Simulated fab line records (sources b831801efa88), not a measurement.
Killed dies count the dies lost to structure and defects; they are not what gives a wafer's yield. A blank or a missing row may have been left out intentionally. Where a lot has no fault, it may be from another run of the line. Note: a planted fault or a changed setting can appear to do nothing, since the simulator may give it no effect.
fab line records | flow sfq-line
record lots=13 wafers=39 last-day=91
route steps=325 shown L0V@26 M1@59 I3@133 I4@163
lots with no fault: from the same line, run without faults
start-h: the number of hours between the record's first day and the start of the first shown wafer of the lot | wait-h: hours since the lot's step before | " same as the row above | L1.1+2: a row that stands for several wafers | - either no value or no given start | * or withheld: withheld | < > ~ a bound
route shown NAME@n: a module of which the file shows steps, and the number in the route of the first | usual: the fault-free wafers' mean and standard deviation | same: alike in all rows | chamber/n: place in a boat | sites: readings site by site | _std_site: the values' standard deviation | _edge_site: mean of outer sites minus mean of inner sites | radius-mm: how far each site lies from the wafer's centre | mask NAME#n: copy n | behind: the last tool/chamber to shape the wafer | hold: cause of the lot's hold/its duration in hours/its outcome | device: names the non-switching transistor (n, p or np) | end of line: tests of these same wafers at the route's end | a step with no rows: only its recipe | killed: not the wafer's yield, but the dies lost to structure and defects at the first sort | map: per-die view of a wafer (x killed, . not killed, _ where there is no die)
set.NAME: the setting the step ran with; set.NAME@STEP: the setting that earlier step ran with | model.NAME: the simulator's own value behind a step, which no gauge read
one table for each step of the route and one row for each wafer, over a sample of lots
services: a tool's chamber out of use, with start hour (start-h, from the record's first day; less than 0 if before it), hours out, and reason
## steps
# step SFQ_TRILAYER_L0_VIA_STRIP_STRIP_017
# recipe gas=O2 power-w=200 platen-temp-c=40 overash-fraction=0.65 chemistry=O2 pressure-mtorr=50
# usual drypump-motor-current-A=5.3/0.42 oes-product-au=1.003/0.0087
# columns lot.wafer tool chamber start-h wait-h drypump-motor-current-A oes-product-au rf-hours-counter-h
L227.1 rie-metal-02 1 103.79 - 4.8 1.002 1
L227.2 " 0 " " 5.8 1.017 59
L227.6 " 0 " " 5.8 1.020 -
L229.3 rie-metal-03 1 113.59 - 4.9 0.998 -
L229.4 " 0 " " 5.6 0.996 -
L229.5 " 1 " " 4.9 1.000 -
L230.2 rie-metal-02 0 120.59 - 5.8 1.010 62
L230.5 " 0 " " 5.8 1.011 -
L230.6 " 1 " " 4.8 1.001 -
L231.1 rie-metal-03 1 125.39 - 4.9 0.992 106
L231.4 " 1 " " 4.9 0.992 -
L231.6 " 1 " " 4.9 0.992 -
L232.1 rie-metal-03 0 131.39 - 5.7 0.993 99
L232.4 " 1 " " 4.9 0.991 -
L232.6 " 1 " " 4.9 0.986 -
L233.2 rie-metal-03 1 134.54 - 4.9 0.994 109
L233.3 " 1 " " 4.9 1.000 -
L233.5 " 1 " " 4.9 0.998 -
L235.1 rie-metal-02 1 148.74 - 4.8 1.010 11
L235.2 " 0 " " 5.8 1.014 68
L235.3 " 0 " " 5.8 1.005 -
L236.1 rie-metal-03 0 152.34 - 5.6 1.010 104
L236.2 " 1 " " 4.9 1.010 113
L236.6 " 0 " " 5.6 1.005 -
L237.4 rie-metal-01 1 154.94 - 5.0 1.005 -
L237.5 " 0 " " 5.8 0.991 -
L237.6 " 1 " " 5.0 1.007 -
L238.1 rie-metal-01 1 163.14 - 5.0 0.997 14
L238.3 " 0 " " 5.9 0.995 -
L238.6 " 1 " " 5.0 1.008 -
L239.1 rie-metal-02 0 167.94 - 5.8 1.011 71
L239.2 " 1 " " 4.8 1.012 13
L239.5 " 1 " " 4.8 1.008 -
L240.3 rie-metal-03 0 175.34 - 5.6 0.997 -
L240.5 " 0 " " 5.6 1.001 -
L240.6 " 1 " " 4.9 0.990 -
L243.1 rie-metal-03 0 189.54 - 5.6 0.987 110
L243.4 " 0 " " 5.6 0.994 -
L243.6 " 0 " " 5.7 0.998 -
# step SFQ_TRILAYER_M1_DEP_SPUTTER_037
# recipe material=Nb base-pressure-pa=1.33e-06 chamber-pressure-pa=0.1333 substrate-temp-c=20 resputter-cathode-voltage-v=400 target-thk-nm=200 power-w=2000 time-s=133.3
# usual chamber-pressure-pa=0.13333/0.00027 throttle-valve-pct=29.3/0.58
# columns lot.wafer tool chamber start-h wait-h chamber-pressure-pa throttle-valve-pct
L227.1 pvd-sputter-03 - 222.92 0.0 0.13299 30.1
L227.2 " - " " 0.13357 28.7
L227.6 " - " " 0.13336 28.7
L229.3 pvd-sputter-03 - 234.91 0.0 0.13296 29.8
L229.4 " - " " 0.13341 30.0
L229.5 " - " " 0.13323 30.0
L230.2 pvd-sputter-03 - 243.31 0.0 0.13337 29.7
L230.5 " - " " 0.13335 28.8
L230.6 " - " " 0.13324 29.8
L231.1 pvd-sputter-03 - 248.13 0.0 0.13365 29.1
L231.4 " - " " 0.13358 28.6
L231.6 " - " " 0.13318 29.3
L232.1 pvd-sputter-04 - 250.53 0.0 0.13316 27.8
L232.4 " - " " 0.13344 28.9
L232.6 " - " " 0.13345 27.6
L233.2 pvd-sputter-03 - 252.98 0.0 0.13319 29.7
L233.3 " - " " 0.13311 29.1
L233.5 " - " " 0.13373 28.9
L235.1 pvd-sputter-06 - 274.51 0.0 0.1331 29.7
L235.2 " - " " 0.13332 28.9
L235.3 " - " " 0.13355 29.7
L236.1 pvd-sputter-06 - 279.31 0.0 0.13335 28.9
L236.2 " - " " 0.13349 29.9
L236.6 " - " " 0.13337 29.6
L237.4 pvd-sputter-06 - 282.92 0.0 0.1331 29.2
L237.5 " - " " 0.13303 29.2
L237.6 " - " " 0.13308 28.6
L239.1 pvd-sputter-06 - 309.70 0.0 0.13353 28.8
L239.2 " - " " 0.13329 29.7
L239.5 " - " " 0.13316 29.6
L238.1 pvd-sputter-03 - 310.90 0.0 0.13328 29.2
L238.3 " - " " 0.13316 28.8
L238.6 " - " " 0.13331 29.6
L240.3 pvd-sputter-03 - 314.52 0.0 0.13351 28.6
L240.5 " - " " 0.13378 28.6
L240.6 " - " " 0.13304 29.6
L243.1 pvd-sputter-03 - 344.71 0.0 0.13356 29.3
L243.4 " - " " 0.13345 28.8
L243.6 " - " " 0.13359 28.4
# step SFQ_M1_RS_MEAS_909
# recipe thk-meas-gauge=four-point-probe reads=Nb_of_TRILAYER_M1_DEP_SPUTTER_037
# usual M1_NB_RS=0.893/0.01
# columns lot.wafer tool chamber start-h wait-h M1_NB_RS[ohm/sq]
L227.1 film-metro-04 - 223.02 0.0 0.901
L227.2 " - " " 0.888
L227.6 " - " " 0.898
L229.3 film-metro-04 - 235.04 0.1 0.902
L229.4 " - " " 0.913
L229.5 " - " " 0.905
L230.2 film-metro-04 - 243.42 0.1 0.896
L230.5 " - " " 0.884
L230.6 " - " " 0.896
L231.1 film-metro-01 - 248.22 0.0 0.874
L231.4 " - " " 0.874
L231.6 " - " " 0.878
L232.1 film-metro-04 - 250.62 0.0 0.884
L232.4 " - " " 0.880
L232.6 " - " " 0.886
L233.2 film-metro-01 - 253.09 0.1 0.892
L233.3 " - " " 0.882
L233.5 " - " " 0.883
L235.1 film-metro-04 - 274.61 0.0 0.905
L235.2 " - " " 0.903
L235.3 " - " " 0.908
L236.1 film-metro-04 - 279.41 0.0 0.904
L236.2 " - " " 0.899
L236.6 " - " " 0.897
L237.4 film-metro-01 - 283.08 0.1 0.893
L237.5 " - " " 0.882
L237.6 " - " " 0.900
L239.1 film-metro-02 - 309.80 0.0 0.913
L239.2 " - " " 0.895
L239.5 " - " " 0.892
L238.1 film-metro-01 - 311.00 0.0 0.886
L238.3 " - " " 0.893
L238.6 " - " " 0.896
L240.3 film-metro-04 - 314.65 0.1 0.890
L240.5 " - " " 0.889
L240.6 " - " " 0.897
L243.1 film-metro-01 - 344.80 0.0 0.895
L243.4 " - " " 0.894
L243.6 " - " " 1.236
# step SFQ_TRILAYER_M1_ETCH_METAL_ETCH_042
# recipe target=Nb stop-on=SiO2 mask-material=PR chemistry=Cl2/Ar target-depth-nm=240 icp-w=600 bias-w=80 pressure-mtorr=10 time-s=120
# usual drypump-motor-current-A=5.5/0.54 oes-product-au=0.892/0.0065
# columns lot.wafer tool chamber start-h wait-h drypump-motor-current-A oes-product-au rf-hours-counter-h
L227.1 rie-metal-02 1 249.59 0.0 4.8 0.887 28
L227.2 " 0 " " 5.8 0.894 86
L227.6 " 1 " " 4.8 0.885 -
L229.3 rie-metal-04 1 260.43 0.1 6.1 0.880 -
L229.4 " 0 " " 5.1 0.885 -
L229.5 " 1 " " 6.2 0.889 -
L230.2 rie-metal-04 1 269.99 0.0 6.2 0.881 9
L230.5 " 1 " " 6.2 0.897 -
L230.6 " 0 " " 5.0 0.895 -
L231.1 rie-metal-04 1 275.99 0.0 6.2 0.903 10
L231.4 " 0 " " 5.0 0.899 -
L231.6 " 0 " " 5.0 0.898 -
L232.1 rie-metal-01 1 277.19 0.0 5.0 0.899 33
L232.4 " 1 " " 5.0 0.903 -
L232.6 " 0 " " 5.8 0.899 -
L233.2 rie-metal-04 1 280.79 0.0 6.2 0.898 11
L233.3 " 1 " " 6.1 0.903 -
L233.5 " 1 " " 6.2 0.894 -
L235.1 rie-metal-04 0 298.81 0.1 5.0 0.895 72
L235.2 " 1 " " 6.2 0.890 15
L235.3 " 0 " " 5.0 0.883 -
L236.1 rie-metal-02 0 303.59 0.0 5.8 0.887 95
L236.2 " 1 " " 4.8 0.891 37
L236.6 " 1 " " 4.8 0.883 -
L237.4 rie-metal-01 1 307.23 0.1 5.0 0.898 -
L237.5 " 1 " " 5.0 0.898 -
L237.6 " 0 " " 5.9 0.886 -
L239.1 rie-metal-02 1 327.80 0.0 4.8 0.876 41
L239.2 " 0 " " 5.8 0.884 99
L239.5 " 1 " " 4.8 0.893 -
L238.1 rie-metal-04 0 329.00 0.0 5.0 0.891 77
L238.3 " 0 " " 5.0 0.893 -
L238.6 " 0 " " 5.0 0.889 -
L240.3 rie-metal-01 0 333.84 0.1 5.8 0.895 -
L240.5 " 1 " " 5.0 0.895 -
L240.6 " 0 " " 5.8 0.891 -
L243.1 rie-metal-04 0 357.80 0.0 5.0 0.896 83
L243.4 " 0 " " 5.0 0.888 -
L243.6 " 0 " " 5.0 0.749 -
# step SFQ_TRILAYER_I3_DEP_PECVD_081
# recipe material=SiO2 temp-c=150 time-s=111.11 pressure-torr=2.4 rf-w=183.3 precursor=SiH4/N2O target-thk-nm=500
# usual heater-power-w=85/14 throttle-valve-pct=24.0/1.6
# columns lot.wafer tool chamber start-h wait-h heater-power-w throttle-valve-pct
L227.1 pecvd-03 2 845.07 0.0 66 24.8
L227.2 " 0 " " 91 23.6
L227.6 " 2 " " 67 24.9
L229.3 pecvd-03 2 860.67 0.0 62 24.9
L229.4 " 1 " " 84 24.4
L229.5 " 2 " " 65 25.0
L230.2 pecvd-01 1 882.08 0.0 78 24.7
L230.5 " 1 " " 81 24.8
L230.6 " 0 " " 73 27.5
L231.1 pecvd-04 1 886.47 0.0 84 23.1
L231.4 " 0 " " 86 27.0
L231.6 " 1 " " 68 23.4
L232.1 pecvd-03 0 889.28 0.0 89 24.0
L232.4 " 1 " " 84 24.2
L232.6 " 0 " " 91 23.4
L233.2 pecvd-04 1 904.84 0.0 71 23.3
L233.3 " 0 " " 85 27.0
L233.5 " 1 " " 76 23.5
L235.1 pecvd-04 0 922.65 0.0 82 27.1
L235.2 " 1 " " 68 23.6
L235.3 " 0 " " 85 26.8
L236.1 pecvd-03 0 930.26 0.0 84 24.0
L236.2 " 1 " " 84 24.4
L236.6 " 1 " " 85 24.5
L237.4 pecvd-03 1 938.70 0.0 83 24.5
L237.5 " 2 " " 65 24.9
L237.6 " 0 " " 89 23.7
L239.1 pecvd-01 1 950.66 0.0 72 22.3
L239.2 " 2 " " 110 21.5
L239.5 " 1 " " 76 21.9
L238.1 pecvd-03 2 952.66 0.0 61 25.0
L238.3 " 0 " " 81 23.9
L238.6 " 2 " " 66 25.1
L240.3 pecvd-01 0 957.84 0.0 96 23.8
L240.5 " 2 " " 110 21.7
L240.6 " 0 " " 96 23.9
L243.1 pecvd-03 0 981.97 0.0 87 24.1
L243.4 " 2 " " 68 25.1
L243.6 " 1 " " 86 24.3
# step SFQ_TRILAYER_I4_DEP_PECVD_099
# recipe material=SiO2 temp-c=150 time-s=111.11 pressure-torr=2.4 rf-w=183.3 precursor=SiH4/N2O target-thk-nm=500
# usual heater-power-w=84/13 throttle-valve-pct=25.0/1.6
# columns lot.wafer tool chamber start-h wait-h heater-power-w throttle-valve-pct
L227.1 pecvd-03 2 1015.90 0.0 65 25.0
L227.2 " 1 " " 84 24.6
L227.6 " 2 " " 55 25.2
L229.3 pecvd-03 2 1022.35 0.0 69 25.0
L229.4 " 0 " " 88 23.9
L229.5 " 0 " " 90 24.1
L230.2 pecvd-02 2 1046.41 0.0 98 25.6
L230.5 " 2 " " 83 25.3
L230.6 " 1 " " 92 26.6
L231.1 pecvd-02 1 1053.58 0.0 90 26.5
L231.4 " 0 " " 73 27.6
L231.6 " 2 " " 98 25.4
L232.1 pecvd-01 2 1056.58 0.0 104 22.0
L232.4 " 2 " " 108 22.5
L232.6 " 0 " " 83 24.0
L233.2 pecvd-03 1 1072.78 0.0 79 24.5
L233.3 " 0 " " 87 24.1
L233.5 " 1 " " 84 24.7
L235.1 pecvd-01 1 1091.09 0.0 82 22.5
L235.2 " 0 " " 87 24.4
L235.3 " 0 " " 87 23.9
L236.1 pecvd-02 1 1095.48 0.0 82 26.5
L236.2 " 0 " " 77 27.4
L236.6 " 0 " " 82 27.6
L237.4 pecvd-01 2 1108.43 0.0 98 22.3
L237.5 " 0 " " 92 24.2
L237.6 " 1 " " 77 22.7
L239.1 pecvd-03 2 1115.79 0.0 68 25.2
L239.2 " 1 " " 87 24.7
L239.5 " 0 " " 78 24.3
L238.1 pecvd-02 1 1118.75 0.0 92 26.4
L238.3 " 0 " " 74 27.3
L238.6 " 0 " " 80 27.4
L240.3 pecvd-03 2 1124.23 0.0 66 25.0
L240.5 " 0 " " 88 24.4
L240.6 " 1 " " 83 25.1
L243.1 pecvd-01 2 1145.63 0.0 117 22.3
L243.4 " 1 " " 72 22.6
L243.6 " 0 " " 91 24.2
## services
# columns tool chamber start-h hours kind
pvd-sputter-03 - 120.86 2.8 repair
pvd-sputter-03 - 183.98 2.1 repair
pvd-sputter-03 - 268.28 26.4 repair
pvd-sputter-03 - 289.70 2.4 repair
pecvd-03 - 309.10 0.7 repair
pecvd-03 - 451.39 2.8 pm
pvd-sputter-03 - 466.53 1.4 repair
pvd-sputter-03 - 484.57 1.8 repair
pecvd-03 0 546.87 3.5 repair
pecvd-03 - 558.33 0.5 repair
pecvd-03 - 563.75 14.0 pm
pvd-sputter-03 - 600.54 2.1 repair
pecvd-03 - 684.82 5.5 pm
pvd-sputter-03 - 717.14 24.3 repair
pecvd-03 2 800.37 14.2 repair
pvd-sputter-03 - 812.13 9.2 repair
pecvd-03 - 884.73 0.9 repair
pvd-sputter-03 - 902.16 2.4 repair
pvd-sputter-03 - 930.70 15.5 repair
pecvd-03 - 955.11 2.6 repair
pvd-sputter-03 - 1009.69 1.6 repair
pecvd-03 1 1016.14 22.2 repair
pecvd-03 - 1024.13 1.5 repair
pecvd-03 - 1128.36 1.3 repair
## key
first-sign step=SFQ_M1_RS_MEAS_909 reading=M1_NB_RS direction=up sigmas=34 usual=0.893 struck=1.236
effect step=SFQ_TRILAYER_M1_ETCH_METAL_ETCH_042 reading=oes-product-au direction=down sigmas=22 usual=0.892 struck=0.749
met-at SFQ_TRILAYER_M1_DEP_SPUTTER_037
struck-lots L243
struck-wafers L243.6
not-acting-at SFQ_TRILAYER_L0_VIA_STRIP_STRIP_017,SFQ_TRILAYER_I3_DEP_PECVD_081,SFQ_TRILAYER_I4_DEP_PECVD_099
onset-between 314.52 344.71
fault kind=process-parameter-drift tool=pvd-sputter-03 chamber=- onset-h=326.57 steps=SFQ_TRILAYER_M1_DEP_SPUTTER_037 channel=target-thk-nm offset=-53.459 shape=step end-h=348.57 scope=struck-wafers-only acts-in=these-recipes-only stated=200
